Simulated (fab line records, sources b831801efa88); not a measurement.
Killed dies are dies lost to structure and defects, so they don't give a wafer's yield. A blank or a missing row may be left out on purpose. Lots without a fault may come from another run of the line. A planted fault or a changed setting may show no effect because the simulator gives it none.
Problem report in the 8D (eight disciplines) form, filled by code | flow sfq_line | the parts of the form that need people (team, actions taken, sign-off) are left out

1. THE PROBLEM
oes_product_au at SFQ_TRILAYER_C5_ETCH_VIA_ETCH_154 reads a mean of 1.003 a.u. on 2 wafers of 2 lots; wafers without a fault read 0.897 a.u. with a standard deviation of 0.0095. That is +11 standard deviations from the usual mean.
The step: etches SiO2 in CHF3, stops on Nb, target depth 84 nm.
First seen on wafer L984.4, day 61 15:35, on rie_diel-02. The record holds 42 wafers of 14 lots with a number at this step. Rule for "out", or "out of limits": more than 4 standard deviations from the usual mean. The other wafers with a number count as sound.

2. WHAT IT IS AND WHAT IT IS NOT
question                    | is                       | is not
which readings at this step | oes_product_au           | drypump_motor_current_A, rf_fwd_power_W
which lots                  | L984, L987               | L965, L966, L967, L968, L971, L972, L973, L974, L976, L977, L982, L985
which wafers of those lots  | L984.4, L987.4           | L984.2, L984.6, L987.3, L987.6
read on which tools         | rie_diel-01, rie_diel-02 | rie_diel-03
when                        | from day 61 15:35        | up to then (35 sound wafers); but 5 sound wafers of L985, L987 came after

3. SUSPECTS, AND WHAT RULES EACH OUT
Counting: a tool at a process step up to the reading stays a suspect if it ran every lot that is out. Sound lots after the first of them don't rule it out here, since some wafers of a struck lot are sound.
- pecvd-04 at SFQ_TRILAYER_A5C_DEP_PECVD_142 (deposits SiO2 from SiH4/N2O, time 15.556 s, target thk 70 nm): kept. It ran every lot that is out, first L984 (day 57 09:29); its last sound lot up to then is L973 (day 54 05:14).
Left after counting: pecvd-04 at SFQ_TRILAYER_A5C_DEP_PECVD_142.

4. THE CAUSE (what the simulator had put in)
Process parameter drift: pecvd-04, from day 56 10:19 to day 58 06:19, at SFQ_TRILAYER_A5C_DEP_PECVD_142. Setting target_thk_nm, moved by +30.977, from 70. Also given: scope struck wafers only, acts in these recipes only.
Counting left only this tool.

5. THE CHAIN OF EFFECTS, in route order
Each row: a reading whose mean over the struck wafers that have a number lies more than 3 standard deviations from the usual. Only readings for which the record gives a usual standard deviation are gone through. hours: the time from each lot's start at the first step in this table that gives one to its start at this step, as a median over the lots. sigmas: the change in usual standard deviations.
hours | step                              | reading        | usual      | on struck wafers | change | sigmas
0     | SFQ_TRILAYER_C5_ETCH_VIA_ETCH_154 | oes_product_au | 0.897 a.u. | 1.003            | +0.106 | +11
The process steps in it:
- SFQ_TRILAYER_C5_ETCH_VIA_ETCH_154: etches SiO2 in CHF3, stops on Nb, target depth 84 nm.

6. WHAT WOULD HAVE CAUGHT IT SOONER
In this record the first reading out of limits was taken at day 61 15:35, 125 hours after the fault began at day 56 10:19.
Of the tool readings at SFQ_TRILAYER_A5C_DEP_PECVD_142 for which the record gives a usual standard deviation, none was out on any struck wafer, so an alarm limit of 4 standard deviations on them would not have fired.
All the lots that are out (2) had begun SFQ_TRILAYER_A5C_DEP_PECVD_142 on pecvd-04 by day 61 15:35. A hold on the tool at that time would have spared none of them.
